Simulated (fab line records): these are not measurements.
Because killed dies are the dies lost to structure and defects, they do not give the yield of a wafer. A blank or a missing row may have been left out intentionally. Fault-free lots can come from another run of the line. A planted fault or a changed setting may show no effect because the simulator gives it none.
Which tool was responsible? || flow gf180mcu || at 1 step of a route of 602, 7 lots with 21 wafers sampled

== WHAT THE GAUGES READ, wafer by wafer ==
GF_POLY_GATE_THK_MEAS_01.
{"lot": "L723", "measured": "day 8 20:01", "on": "filmMetro-04", "POLY_GATE_CVD_00_THK (nm)": "199.9 197.9 199.8"}
{"lot": "L726", "measured": "day 9 17:40", "on": "filmMetro-04", "POLY_GATE_CVD_00_THK (nm)": "195.9 200.0 199.3"}
{"lot": "L728", "measured": "day 10 04:32", "on": "filmMetro-04", "POLY_GATE_CVD_00_THK (nm)": "201.6 200.6 200.7"}
{"lot": "L735", "measured": "day 12 08:57", "on": "filmMetro-04", "POLY_GATE_CVD_00_THK (nm)": "199.8 199.9 200.7"}
{"lot": "L741", "measured": "day 13 19:54", "on": "filmMetro-01", "POLY_GATE_CVD_00_THK (nm)": "200.0 199.0 199.6"}
{"lot": "L743", "measured": "day 14 14:05", "on": "filmMetro-02", "POLY_GATE_CVD_00_THK (nm)": "198.4 197.4 197.9"}
{"lot": "L745", "measured": "day 15 01:55", "on": "filmMetro-02", "POLY_GATE_CVD_00_THK (nm)": "199.5 200.1 200.2"}

== WHAT TOOL EACH LOT RAN ON (gives the tool, then ch and the chambers of the sampled wafers, and finally the start) ==
No process step before these readings appears in the record.

== THE ANSWER, worked out from the rows above alone ==
Rule: what is usual is taken from the lots themselves. The widest of any qualifying gaps counts: lots, ordered by their means at a reading, are off when they make up no more than a third of the lots, leave a main group of 4 or more, and stand apart from it by 3 or more times the standard deviation of that group's means. The tables above print the reading to a certain number of digits; a main group whose means all agree to those digits is not used. Also off: a lot with no number at a reading for which 4 or more lots have one. The other lots that the step has rows for count as sound.
No lot is off on any of the readings shown, so nothing can be concluded from this.

== WHAT THE SIMULATOR HAD PUT IN ==
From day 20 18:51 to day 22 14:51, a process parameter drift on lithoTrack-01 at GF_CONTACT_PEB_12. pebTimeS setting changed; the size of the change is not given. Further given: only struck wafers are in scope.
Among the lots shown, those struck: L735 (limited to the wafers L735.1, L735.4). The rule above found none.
